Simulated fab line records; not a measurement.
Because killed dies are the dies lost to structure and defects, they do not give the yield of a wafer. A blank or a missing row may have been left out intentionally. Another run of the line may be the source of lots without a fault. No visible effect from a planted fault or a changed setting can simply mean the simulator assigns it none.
A struck lot beside a sound one -- flow sky130 -- 17 out of 708 route steps
Sound: these wafers, L498.1, L498.2, L498.5. Struck: wafer L515.6; the same lot's L515.5 was not struck, so it is left out; see the end for the cause.
Per side, at each step with rows, come the tool, then ch with its chambers, and then its first start. Under that, the readings that differ: sound wafers -- struck wafers -- difference of the means -- sigmas: that difference in standard deviations of wafers without a fault.
alike: readings with means less than 2 such deviations apart, plus words and numbers identical on both sides. not compared: withheld readings, readings lacking a value on some wafer, bounds such as >300 that could conceal the same value, and numbers that have no deviation in the record and whose values overlap.
The two part at a step that has a row with sigmas, a row that says differs or no value, or rows on one side only. Numbers that don't overlap but have no deviation are shown without sigmas and don't part them. A reading missing from all wafers of one side parts the sides only when that side holds two or more wafers.

SKY_METAL5_SPUTTER_01: material TiN, target thk 20 nm, time 16.7 s.
  struck on pvd_sputter-03, day 47 22:34; sound on pvd_sputter-02, day 43 19:40
reading,sound,struck,difference,sigmas
cathode_dc_power_W (W),6500.0 6499.2 6496.6,6501.4,+2.8,+2
  alike: throttle_valve_pct
SKY_METAL5_SPUTTER_02: material AlCu, target thk 1150 nm, time 61.2 s.
  struck on pvd_sputter-03, day 47 22:37; sound on pvd_sputter-02, day 43 19:41
  alike: cathode_dc_power_W, throttle_valve_pct
SKY_METAL5_SPUTTER_03: material Ti, target thk 5 nm, time 3.3 s.
  struck on pvd_sputter-03, day 47 22:38; sound on pvd_sputter-02, day 43 19:44
  alike: cathode_dc_power_W, throttle_valve_pct
SKY_METAL5_SPUTTER_04: material TiN, target thk 70 nm, time 58.3 s.
  struck on pvd_sputter-03, day 47 22:40; sound on pvd_sputter-02, day 43 19:46
  alike: cathode_dc_power_W, throttle_valve_pct
SKY_METAL5_RS_MEAS_05: the measuring method here is four-point-probe.
  struck on film_metro-02, day 47 22:47; sound on film_metro-02, day 43 19:49
  alike: METAL5_ALCU_RS
SKY_METAL5_THK_MEAS_06: measures by xrf.
  struck on film_metro-02, day 47 22:52; sound on film_metro-02, day 43 19:56
  alike: METAL5_ALCU_THK
then, 6 steps without rows for these wafers: SKY_METAL5_DEHYDRATE_07 (time 60 s); SKY_METAL5_HMDS_08 (prime time 60 s); SKY_METAL5_COAT_09 (resist thk 1800 nm); SKY_METAL5_SOFTBAKE_10 (time 60 s); SKY_METAL5_EXPOSE_11 (exposes mask MM5, target cd 1600 nm); SKY_METAL5_PEB_12.
SKY_METAL5_DEVELOP_13: develop time 60 s.
  sound on litho_track-03 ch 0, day 44 17:53; struck on litho_track-03 ch 0, day 48 17:05
  alike: chill_plate_temp_C
SKY_METAL5_DESCUM_14: chemistry O2, time 11 s.
  sound on rie_metal-03 ch 0,1, day 44 18:02; struck on rie_metal-02 ch 1, day 48 17:10
reading,sound,struck,difference,sigmas
model.METAL5.cd_nm (nm),1593 1595 1596,1606,+11,
  alike: drypump_motor_current_A, oes_product_au, rf_fwd_power_W
  not compared: rf_hours_counter_h
SKY_METAL5_METAL_ETCH_15: etches the open film in Cl2/BCl3, stops on SiO2, target depth 1260 nm, time 252 s.
  sound on rie_metal-03 ch 0,1, day 44 18:05; struck on rie_metal-02 ch 1, day 48 17:20
reading,sound,struck,difference,sigmas
model.METAL5.cd_nm (nm),1595 1595 1597,1602,+6,
  alike: bcl3_flow_sccm, drypump_motor_current_A, oes_product_au, rf_fwd_power_W, throttle_valve_pct
  not compared: rf_hours_counter_h
SKY_METAL5_STRIP_16: strips in O2/N2.
  sound on plasma_asher-03 ch 0,1, day 44 18:19; struck on plasma_asher-03 ch 0, day 48 17:29
  alike: drypump_motor_current_A, oes_product_au, strip_time_to_endpoint_s
  not compared: rf_hours_counter_h
SKY_PAD_OPEN_PROBE_99:
  struck on prober-01, day 50 07:13; sound on prober-02, day 46 16:29
reading,sound,struck,difference,sigmas
model.etest.met5.width_nm (nm),1595 1596 1593,1601,+6,

== WHERE THEY PART ==
Only at SKY_METAL5_SPUTTER_01, within this record. Later steps at which nothing parts them and some readings are alike: SKY_METAL5_SPUTTER_02, SKY_METAL5_SPUTTER_03, SKY_METAL5_SPUTTER_04, SKY_METAL5_RS_MEAS_05, SKY_METAL5_THK_MEAS_06, SKY_METAL5_DEVELOP_13, SKY_METAL5_DESCUM_14, SKY_METAL5_METAL_ETCH_15, SKY_METAL5_STRIP_16.

WHY: whatever the simulator had introduced
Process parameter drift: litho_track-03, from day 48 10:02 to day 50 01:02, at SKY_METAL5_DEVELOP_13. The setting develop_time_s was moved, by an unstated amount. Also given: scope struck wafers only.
